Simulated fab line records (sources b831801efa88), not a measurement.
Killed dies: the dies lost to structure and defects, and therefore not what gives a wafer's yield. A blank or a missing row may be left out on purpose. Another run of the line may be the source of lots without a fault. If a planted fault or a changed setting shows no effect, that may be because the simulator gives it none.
fab line records + flow sky130 + part 2 of 2: steps 32 to 32 of 32
[record]
- lots = 6
- wafers = 18
- last_day = 50
route steps=708 shown CONTACT@424 METAL1@434 PAD_OPEN@708
lots that met no fault: from a run of the same line without faults
start_h: hours from the record's first day to the start of the lot's first wafer shown + wait_h: hours from the lot's prior step to this one + " same as the row above + L1.1+2: a row that stands for several wafers + - no value present, or no start provided + * or withheld: withheld + < > ~ a bound
route shown NAME@n: a module of which the file shows steps, and the number in the route of the first + usual: mean/standard deviation taken from wafers without a fault + same: alike in all rows + chamber/n: place in a boat + sites: per-site readings + _std_site: standard deviation across them + _edge_site: the outer-site mean with the inner-site mean subtracted + radius_mm: for every site, how far away it sits from the centre of the wafer + mask NAME#n: copy n + behind: the most recent tool/chamber to have shaped the wafer + hold: why the lot went on hold/how many hours it stayed there/how the hold came to an end + device: whichever transistor did not switch (one of n, p or np) + end of line: the tests these same wafers got at the end of their route + a step without rows: its recipe alone + killed: dies that structure and defects cost at the first sort, which is not the same as the wafer's yield + map: dies across one wafer; x = killed, . = not, _ = none there
set.NAME: setting as actually run; set.NAME@STEP: the setting as run at that earlier step + model.NAME: the simulator's own value behind a step, which no gauge read
lots at some steps of the route; a table a step, a row a wafer
services: the hour from which a tool's chamber was out of use, counted from the record's first day as start_h (under 0 if before that day), plus the number of hours and why
[[steps]]
[step SKY_PAD_OPEN_PROBE_99]
[usual]
- defect_limited_yield = 82.9/1.9
- killed_at_M0_to_M3 = 42/6.3
- killed_at_M4_up = 2.8/1.9
- killed_at_contacts = 23/5.3
- killed_at_front_end = 16/4.3
- killed_at_other = 0.2/0.51
- killed_dies = 84/9.3
- killed_open = 46/7.6
- killed_short = 38/6.3
- sort_bin_3_pad_short = 0.8/0.41
- sort_bin_5_function = 10.0/1.4
- sort_bin_6_memory = 6.2/1.1
- sort_n_pass = 408/9.3
- sort_yield_pct = 82.9/1.9
[same]
- gross_dies = 492
- killed_at_back_side = 0
- sort_bin_4_leakage[%] = 0
- sort_bin_8_speed[%] = 0
| lot.wafer | tool      | chamber | start_h | wait_h | defect_limited_yield[%] | killed_at_M0_to_M3 | killed_at_M4_up | killed_at_contacts | killed_at_front_end | killed_at_other | killed_dies | killed_open | killed_short | sort_bin_3_pad_short[%] | sort_bin_5_function[%] | sort_bin_6_memory[%] | sort_n_pass | sort_yield_pct[%] | model.etest.met1.line_ohm_um | model.etest.met1.rs_ohm_sq |
|-----------|-----------|---------|---------|--------|-------------------------|--------------------|-----------------|--------------------|---------------------|-----------------|-------------|-------------|--------------|-------------------------|------------------------|----------------------|-------------|-------------------|------------------------------|----------------------------|
| L834.1    | prober-01 | -       | 1099.50 | 0.1    | 85.2                    | 42                 | 0               | 19                 | 12                  | 0               | 73          | 40          | 33           | 0.8                     | 9.3                    | 4.7                  | 419         | 85.2              | 0.9758                       | 0.1265                     |
| L834.4    | prober-01 | -       | 1099.65 | 0.2    | 83.1                    | 49                 | 2               | 20                 | 12                  | 0               | 83          | 47          | 36           | 1.0                     | 8.3                    | 7.5                  | 409         | 83.1              | 0.9378                       | 0.1276                     |
| L834.6    | prober-01 | -       | 1099.75 | 0.2    | 79.9                    | 53                 | 5               | 23                 | 18                  | 0               | 99          | 44          | 55           | 0.6                     | 11.8                   | 7.7                  | 393         | 79.9              | 0.9545                       | 0.1262                     |
| L839.3    | prober-01 | -       | 1139.82 | 0.2    | 81.5                    | 46                 | 5               | 26                 | 14                  | 0               | 91          | 54          | 37           | 1.0                     | 10.0                   | 7.5                  | 401         | 81.5              | 0.9461                       | 0.1292                     |
| L839.5    | prober-01 | -       | 1139.92 | 0.2    | 84.1                    | 36                 | 1               | 26                 | 13                  | 2               | 78          | 45          | 33           | 0.6                     | 8.9                    | 6.3                  | 414         | 84.1              | 0.9313                       | 0.1273                     |
| L839.6    | prober-01 | -       | 1139.97 | 0.2    | 81.7                    | 39                 | 3               | 27                 | 19                  | 2               | 90          | 55          | 35           | 0.6                     | 12.2                   | 5.5                  | 402         | 81.7              | 0.9175                       | 0.1298                     |
| L840.1    | prober-01 | -       | 1140.70 | 0.1    | 83.7                    | 39                 | 3               | 23                 | 15                  | 0               | 80          | 47          | 33           | 1.4                     | 11.2                   | 3.7                  | 412         | 83.7              | 0.9563                       | 0.1301                     |
| L840.4    | prober-01 | -       | 1140.85 | 0.2    | 80.7                    | 52                 | 5               | 25                 | 13                  | 0               | 95          | 55          | 40           | 0.8                     | 12.2                   | 6.3                  | 397         | 80.7              | 0.9309                       | 0.1277                     |
| L840.5    | prober-01 | -       | 1140.90 | 0.2    | 81.3                    | 44                 | 5               | 29                 | 14                  | 0               | 92          | 50          | 42           | 0.6                     | 12.2                   | 5.9                  | 400         | 81.3              | 0.9606                       | 0.1287                     |
| L849.1    | prober-01 | -       | 1183.99 | 0.1    | 83.1                    | 35                 | 0               | 27                 | 20                  | 1               | 83          | 40          | 43           | 1.0                     | 8.5                    | 7.3                  | 409         | 83.1              | 1.553                        | 0.2209                     |
| L849.3    | prober-01 | -       | 1184.09 | 0.2    | 82.7                    | 38                 | 5               | 25                 | 17                  | 0               | 85          | 49          | 36           | 0.8                     | 10.6                   | 5.9                  | 407         | 82.7              | 1.544                        | 0.2202                     |
| L849.6    | prober-01 | -       | 1184.24 | 0.2    | 81.7                    | 45                 | 1               | 25                 | 19                  | 0               | 90          | 55          | 35           | 0.4                     | 11.8                   | 6.1                  | 402         | 81.7              | 1.567                        | 0.2194                     |
| L850.2    | prober-01 | -       | 1188.16 | 0.1    | 85.4                    | 47                 | 0               | 20                 | 5                   | 0               | 72          | 38          | 34           | 0.6                     | 8.9                    | 5.1                  | 420         | 85.4              | 0.9478                       | 0.1276                     |
| L850.3    | prober-01 | -       | 1188.21 | 0.2    | 83.5                    | 46                 | 2               | 19                 | 14                  | 0               | 81          | 46          | 35           | 0.2                     | 10.4                   | 5.9                  | 411         | 83.5              | 0.9656                       | 0.1295                     |
| L850.6    | prober-01 | -       | 1188.36 | 0.2    | 84.1                    | 39                 | 2               | 22                 | 15                  | 0               | 78          | 39          | 38           | 0.2                     | 9.8                    | 5.9                  | 414         | 84.1              | 0.9329                       | 0.1291                     |
| L854.1    | prober-01 | -       | 1205.38 | 0.1    | 83.1                    | 40                 | 3               | 23                 | 17                  | 0               | 83          | 43          | 40           | 1.2                     | 9.1                    | 6.5                  | 409         | 83.1              | 1.49                         | 0.2218                     |
| L854.3    | prober-01 | -       | 1205.48 | 0.2    | 83.3                    | 43                 | 3               | 23                 | 13                  | 0               | 82          | 49          | 33           | 1.0                     | 10.8                   | 4.9                  | 410         | 83.3              | 1.591                        | 0.2223                     |
| L854.6    | prober-01 | -       | 1205.63 | 0.2    | 81.9                    | 48                 | 4               | 25                 | 12                  | 0               | 89          | 46          | 43           | 1.0                     | 10.4                   | 6.7                  | 403         | 81.9              | 1.517                        | 0.2213                     |
// killed by level:class
L834.1 CONTACT:geometric_particle:open=8 METAL1:geometric_particle:short=8 VIA1:geometric_particle:open=6 VIA2:geometric_particle:open=5 LOCAL_INTERCONNECT:geometric_particle:open=5 METAL2:geometric_particle:short=5 FIELD_ISO:geometric_particle:open=4 VIA1:geometric_particle:short=4
L834.4 VIA1:geometric_particle:open=15 METAL1:geometric_particle:short=8 LI_CONTACT:geometric_particle:open=7 CONTACT:geometric_particle:open=5 POLY_GATE:geometric_particle:open=4 METAL3:geometric_particle:short=4 METAL2:geometric_particle:open=4 VIA2:geometric_particle:open=4
L834.6 CONTACT:geometric_particle:open=10 VIA1:geometric_particle:open=10 METAL1:geometric_particle:short=8 VIA1:geometric_particle:short=8 VIA3:geometric_particle:short=7 METAL2:geometric_particle:short=6 POLY_GATE:geometric_particle:short=5 LOCAL_INTERCONNECT:geometric_particle:short=5
L839.3 VIA1:geometric_particle:open=14 CONTACT:geometric_particle:open=12 LI_CONTACT:geometric_particle:open=8 VIA2:geometric_particle:open=7 METAL2:geometric_particle:short=6 VIA1:geometric_particle:short=5 VIA3:geometric_particle:short=4 VIA3:geometric_particle:open=4
L839.5 VIA2:geometric_particle:open=8 CONTACT:geometric_particle:open=7 VIA1:geometric_particle:open=7 LI_CONTACT:geometric_particle:open=6 VIA3:geometric_particle:open=6 CONTACT:geometric_particle:short=5 VIA3:geometric_particle:short=5 LOCAL_INTERCONNECT:geometric_particle:short=4
L839.6 CONTACT:geometric_particle:open=10 VIA3:geometric_particle:open=9 LI_CONTACT:geometric_particle:open=8 FIELD_ISO:geometric_particle:short=7 FIELD_ISO:geometric_particle:open=6 VIA1:geometric_particle:open=6 VIA1:geometric_particle:short=5 LOCAL_INTERCONNECT:geometric_particle:short=5
L840.1 CONTACT:geometric_particle:open=13 VIA1:geometric_particle:open=8 VIA1:geometric_particle:short=8 FIELD_ISO:geometric_particle:open=7 METAL2:geometric_particle:short=4 LI_CONTACT:geometric_particle:open=4 VIA2:geometric_particle:open=4 POLY_GATE:geometric_particle:open=3
L840.4 VIA1:geometric_particle:open=10 VIA3:geometric_particle:open=10 VIA2:geometric_particle:open=9 LI_CONTACT:geometric_particle:open=7 CONTACT:geometric_particle:open=7 CONTACT:geometric_particle:short=6 LOCAL_INTERCONNECT:geometric_particle:short=5 METAL1:geometric_particle:short=5
L840.5 CONTACT:geometric_particle:open=15 VIA1:geometric_particle:short=8 LOCAL_INTERCONNECT:geometric_particle:short=7 VIA1:geometric_particle:open=7 VIA2:geometric_particle:open=6 FIELD_ISO:geometric_particle:open=4 POLY_GATE:geometric_particle:short=4 LI_CONTACT:geometric_particle:open=4
L849.1 LI_CONTACT:geometric_particle:open=10 CONTACT:geometric_particle:short=7 VIA3:geometric_particle:open=7 VIA1:geometric_particle:open=6 FIELD_ISO:geometric_particle:short=5 CONTACT:geometric_particle:open=5 POLY_GATE:geometric_particle:short=4 VIA1:geometric_particle:short=4
L849.3 CONTACT:geometric_particle:open=15 VIA3:geometric_particle:open=8 VIA2:geometric_particle:open=8 METAL1:geometric_particle:short=6 VIA2:geometric_particle:short=6 FIELD_ISO:geometric_particle:short=5 FIELD_ISO:geometric_particle:open=4 POLY_GATE:geometric_particle:short=4
L849.6 VIA1:geometric_particle:open=11 VIA3:geometric_particle:open=9 LI_CONTACT:geometric_particle:open=7 LOCAL_INTERCONNECT:geometric_particle:short=7 VIA1:geometric_particle:short=5 CONTACT:geometric_particle:open=5 VIA2:geometric_particle:open=5 FIELD_ISO:geometric_particle:open=4
L850.2 VIA1:geometric_particle:open=16 METAL2:geometric_particle:short=7 CONTACT:geometric_particle:open=7 VIA1:geometric_particle:short=7 LI_CONTACT:geometric_particle:open=4 METAL3:geometric_particle:short=4 VIA3:geometric_particle:short=3 CONTACT:geometric_particle:short=3
L850.3 LI_CONTACT:geometric_particle:open=10 VIA3:geometric_particle:open=8 METAL2:geometric_particle:short=8 VIA1:geometric_particle:open=7 VIA2:geometric_particle:open=7 METAL1:geometric_particle:short=6 FIELD_ISO:geometric_particle:short=5 POLY_GATE:geometric_particle:open=5
L850.6 VIA1:geometric_particle:open=12 LI_CONTACT:geometric_particle:open=6 VIA3:geometric_particle:short=6 FIELD_ISO:geometric_particle:open=5 CONTACT:geometric_particle:open=5 POLY_GATE:geometric_particle:short=5 CONTACT:geometric_particle:short=5 VIA2:geometric_particle:open=5
L854.1 CONTACT:geometric_particle:open=10 METAL2:geometric_particle:short=8 LI_CONTACT:geometric_particle:open=7 VIA2:geometric_particle:open=7 FIELD_ISO:geometric_particle:short=5 FIELD_ISO:geometric_particle:open=5 CONTACT:geometric_particle:short=5 VIA1:geometric_particle:short=5
L854.3 VIA1:geometric_particle:open=14 CONTACT:geometric_particle:open=10 VIA1:geometric_particle:short=9 FIELD_ISO:geometric_particle:open=6 LI_CONTACT:geometric_particle:open=6 METAL2:geometric_particle:short=6 VIA3:geometric_particle:open=5 LOCAL_INTERCONNECT:geometric_particle:short=3
L854.6 VIA1:geometric_particle:open=12 METAL1:geometric_particle:short=9 CONTACT:geometric_particle:open=9 VIA3:geometric_particle:open=6 CONTACT:geometric_particle:short=5 POLY_GATE:geometric_particle:open=4 LI_CONTACT:geometric_particle:short=4 VIA2:geometric_particle:open=4
[[services]]
| tool           | chamber | start_h | hours | kind           |
|----------------|---------|---------|-------|----------------|
| rie_diel-02    | 1       | 753.66  | 39.3  | repair         |
| rie_metal-01   | -       | 759.69  | 1.4   | pm             |
| pvd_sputter-04 | -       | 763.74  | 1.4   | repair         |
| pvd_sputter-01 | -       | 764.88  | 0.6   | repair         |
| rie_diel-01    | -       | 774.49  | 0.1   | repair         |
| rie_metal-01   | 1       | 774.85  | -     | clean          |
| rie_metal-01   | 1       | 774.85  | 38.9  | scheduled_down |
| rie_metal-01   | 1       | 774.85  | 38.9  | vent_cycle     |
| pvd_sputter-04 | -       | 792.07  | 0.6   | repair         |
| rie_metal-04   | 0       | 800.38  | 23.9  | repair         |
| rie_diel-01    | 0       | 804.24  | 1.6   | repair         |
| rie_metal-04   | 0       | 824.26  | -     | clean          |
| rie_metal-04   | 0       | 824.26  | 18.1  | scheduled_down |
| rie_metal-04   | 0       | 824.26  | 18.1  | vent_cycle     |
| rie_metal-01   | -       | 836.05  | 1.3   | repair         |
| rie_metal-01   | 0       | 856.22  | -     | clean          |
| rie_metal-01   | 0       | 856.22  | 16.4  | scheduled_down |
| rie_metal-04   | -       | 865.16  | 1.4   | pm             |
| rie_diel-01    | 1       | 886.34  | 5.3   | repair         |
| rie_metal-04   | -       | 897.11  | 2.8   | pm             |
| rie_diel-01    | 1       | 905.26  | 10.7  | repair         |
| rie_diel-02    | -       | 907.79  | 10.7  | repair         |
| rie_diel-03    | 1       | 920.66  | 14.6  | repair         |
| rie_metal-04   | 1       | 936.01  | 13.9  | repair         |
[[key]]
[first_sign]
- step = SKY_METAL1_RS_MEAS_05
- reading = METAL1_ALCU_RS
- direction = up
- sigmas = 72
- usual = 0.1268
- struck = 0.2181
[effect]
- step = SKY_METAL1_THK_MEAS_06
- reading = METAL1_ALCU_THK
- direction = down
- sigmas = 40
- usual = 252.8
- struck = 150.5
[effect]
- step = SKY_METAL1_METAL_ETCH_19
- reading = oes_product_au
- direction = down
- sigmas = 19
- usual = 0.854
- struck = 0.746
[model_effect]
- step = SKY_METAL1_SPUTTER_02
- value = AlCu_of_METAL1_SPUTTER_02.thk_nm
- without = 252.6
- struck = 148.5
[model_effect]
- step = SKY_PAD_OPEN_PROBE_99
- value = etest.met1.line_ohm_um
- without = 0.8857
- struck = 1.544
met_at SKY_METAL1_SPUTTER_02
struck_wafers L849.1,L849.3,L849.6,L854.1,L854.3,L854.6
onset_between 819.69 881.39
also_fits SKY_METAL1_SPUTTER_03:pvd_sputter-01
[fault]
- kind = process_parameter_drift
- tool = pvd_sputter-01
- chamber = -
- onset_h = 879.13
- steps = SKY_METAL1_SPUTTER_02
- channel = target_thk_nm
- offset = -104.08
- shape = step
- end_h = 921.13
- acts_in = these_recipes_only
- stated = 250
